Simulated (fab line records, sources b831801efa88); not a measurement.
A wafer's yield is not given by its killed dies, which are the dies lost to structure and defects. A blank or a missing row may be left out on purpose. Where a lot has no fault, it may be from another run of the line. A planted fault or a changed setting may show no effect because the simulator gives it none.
The tool behind it: which one?    flow gf180mcu    Sampling: 11 lots, 33 wafers, 5 of 602 route steps

== WHAT THE GAUGES SHOWED, per wafer ==
GF_V4_RS_MEAS_24: measures by four-point-probe.
lot   measured      on            V4_W_RS (ohm/sq)
L546  day 24 08:17  filmMetro-01  0.3338 0.3333 0.3329
L547  day 24 14:01  filmMetro-04  0.3272 0.3274 0.3243
L548  day 24 20:32  filmMetro-02  0.3273 0.3293 0.3272
L550  day 25 11:19  filmMetro-04  0.3325 0.3336 0.3268
L551  day 26 00:42  filmMetro-01  0.3290 0.3298 0.3316
L552  day 26 08:56  filmMetro-02  0.3304 0.3302 0.3297
L553  day 26 15:10  filmMetro-02  0.3253 0.3298 0.3280
L554  day 27 06:11  filmMetro-01  0.3260 0.3300 0.3296
L560  day 29 02:03  filmMetro-01  0.3311 0.3283 0.3270
L566  day 30 11:44  filmMetro-02  0.3245 0.3256 0.3258
L568  day 31 01:20  filmMetro-01  0.3269 0.3299 0.3286

== EACH LOT AND THE TOOL THAT RAN IT (in order: tool; ch and the chambers of the sampled wafers; start) ==
lot   GF_SALICIDE_RTA_06               GF_V1_ETCH_16                      GF_M3_COAT_09                     GF_M3_STRIP_17
L546  rtpAnneal-02 ch 0, day 15 03:41  rieDiel-04 ch 0,1, day 18 04:37    lithoTrack-04 ch 0, day 20 19:13  plasmaAsher-04 ch 0,1, day 21 07:53
L547  rtpAnneal-01 ch 0, day 15 08:08  rieDiel-01 ch 0,2,3, day 18 09:10  lithoTrack-03 ch 0, day 21 01:07  plasmaAsher-02 ch 0,1, day 21 12:41
L548  rtpAnneal-01 ch 0, day 15 16:53  rieDiel-01 ch 0,3, day 18 17:13    lithoTrack-02 ch 0, day 21 07:52  plasmaAsher-02 ch 0,1, day 21 19:38
L550  rtpAnneal-01 ch 0, day 16 06:27  rieDiel-02 ch 0,1,3, day 19 08:25  lithoTrack-02 ch 0, day 21 23:58  plasmaAsher-04 ch 0,1, day 22 11:48
L551  rtpAnneal-01 ch 0, day 16 19:35  rieDiel-01 ch 0,3, day 19 21:45    lithoTrack-04 ch 0, day 22 12:43  plasmaAsher-02 ch 0,1, day 23 00:59
L552  rtpAnneal-01 ch 0, day 17 05:23  rieDiel-04 ch 0,1,2, day 20 07:37  lithoTrack-03 ch 0, day 22 22:52  plasmaAsher-04 ch 0,1, day 23 10:47
L553  rtpAnneal-02 ch 0, day 17 12:17  rieDiel-02 ch 1,3, day 20 13:42    lithoTrack-02 ch 0, day 23 04:35  plasmaAsher-02 ch 0,1, day 23 16:09
L554  rtpAnneal-02 ch 0, day 18 02:28  rieDiel-02 ch 1,2, day 21 04:31    lithoTrack-03 ch 0, day 23 19:08  plasmaAsher-02 ch 0,1, day 24 06:47
L560  rtpAnneal-01 ch 0, day 20 07:20  rieDiel-01 ch 0,1,2, day 23 08:10  lithoTrack-03 ch 0, day 25 20:13  plasmaAsher-04 ch 0,1, day 26 06:56
L566  rtpAnneal-02 ch 0, day 22 04:04  rieDiel-04 ch 0,2,3, day 25 04:25  lithoTrack-04 ch 0, day 27 13:18  plasmaAsher-01 ch 0,1, day 27 23:51
L568  rtpAnneal-01 ch 0, day 22 18:53  rieDiel-01 ch 1,2, day 25 16:39    lithoTrack-04 ch 0, day 28 01:30  plasmaAsher-01 ch 0,1, day 28 11:26
- GF_SALICIDE_RTA_06: time 30 s.
- GF_V1_ETCH_16: etches BARC in N2/H2.
- GF_M3_COAT_09: resist thk 1000 nm.
- GF_M3_STRIP_17: strips in O2/N2.

== THE ANSWER, worked out from the rows above alone ==
Rule: the usual values come from the lots themselves. The widest of any qualifying gaps counts: lots, ordered by their means at a reading, are off when they make up no more than a third of the lots, leave a main group of 4 or more, and stand apart from it by 3 or more times the standard deviation of that group's means. A main group is skipped when, at the precision printed for the reading in the tables above, its means are all equal. A lot without any number at a reading at which 4 lots or more have one is off too. The other lots that the step has rows for count as sound.
Across all readings shown, no lot is off: no conclusion can be drawn from this.

== WHAT THE SIMULATOR PUT IN ==
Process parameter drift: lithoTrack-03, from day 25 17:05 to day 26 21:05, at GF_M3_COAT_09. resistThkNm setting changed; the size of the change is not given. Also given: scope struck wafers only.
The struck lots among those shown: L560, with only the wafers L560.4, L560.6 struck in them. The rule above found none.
